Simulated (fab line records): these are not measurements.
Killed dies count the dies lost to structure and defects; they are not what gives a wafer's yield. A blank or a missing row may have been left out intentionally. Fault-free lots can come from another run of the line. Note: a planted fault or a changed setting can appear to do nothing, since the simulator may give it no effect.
2 desks, one fault | flow sky130 | only its own numbers are on each desk; what lay behind them is given at the end

## FROM THE METROLOGY DESK
What the gauges read, lot by lot, whatever tool the lot ran on: means of the sampled wafers that have a number. Marked OUT: a lot whose mean sits more than 4 standard deviations from the usual mean, which makes it out of limits; the brackets give that distance.
Columns: A = VIA4_OVL at SKY_VIA4_OVL_MEAS_11, usual -0.4 nm; B = VIA4_W_RS at SKY_VIA4_RS_MEAS_19, usual 0.230 ohm/sq; C = VIA4_W_THK at SKY_VIA4_THK_MEAS_20, usual 492 nm
lot  | first seen here | A    | B     | C
L806 | day 43 13:20    | 0.6  | 0.227 | 500
L816 | day 46 03:02    | -0.2 | 0.228 | 494
L820 | day 47 12:23    | -0.3 | 0.225 | 499
L821 | day 47 13:30    | 0.1  | 0.232 | 481
L827 | day 48 18:36    | 0.6  | 0.229 | 496
Finding of this desk: none of the 5 lots has anything out of limits.

## FOR THE TOOL OWNER'S DESK: cvd-w-01
The tool's own readings at SKY_VIA4_CVD_18 (deposits W, target thk 505 nm, time 152.14 s): means of the sampled wafers that have a number, for each lot that ran on this tool. Marked OUT: a lot whose mean sits more than 4 standard deviations from the usual mean, which makes it out of limits; the brackets give that distance.
Columns: A = chamber-pressure-Torr at SKY_VIA4_CVD_18, usual 40.01 Torr; B = heater-power-w at SKY_VIA4_CVD_18, usual 782 W
lot  | first seen here | A               | B
L816 | day 46 03:48    | 42.38 (+29) OUT | 803
L827 | day 48 19:24    | 40.01           | 799
Finding of this desk: L816 out of limits; the first was L816 at day 46 03:48, on chamber-pressure-Torr at SKY_VIA4_CVD_18. In limits: L827.

## ALL TOGETHER
The tool owner's desk could have raised an alarm at day 46 03:48, on L816.
At the metrology desk, nothing out of limits was observed.
The metrology desk has L816 on record, within its limits.
The lots listed all ran SKY_VIA4_CVD_18 on cvd-w-01.

## WHAT HAD BEEN PUT IN BY THE SIMULATOR
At SKY_VIA4_CVD_18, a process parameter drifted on cvd-w-01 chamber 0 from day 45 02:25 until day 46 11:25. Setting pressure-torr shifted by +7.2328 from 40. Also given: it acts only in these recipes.
Shown lots that were struck: L816.
Time in hours from fault onset to the first out-of-limits reading at each desk: the tool owner's desk, 25.
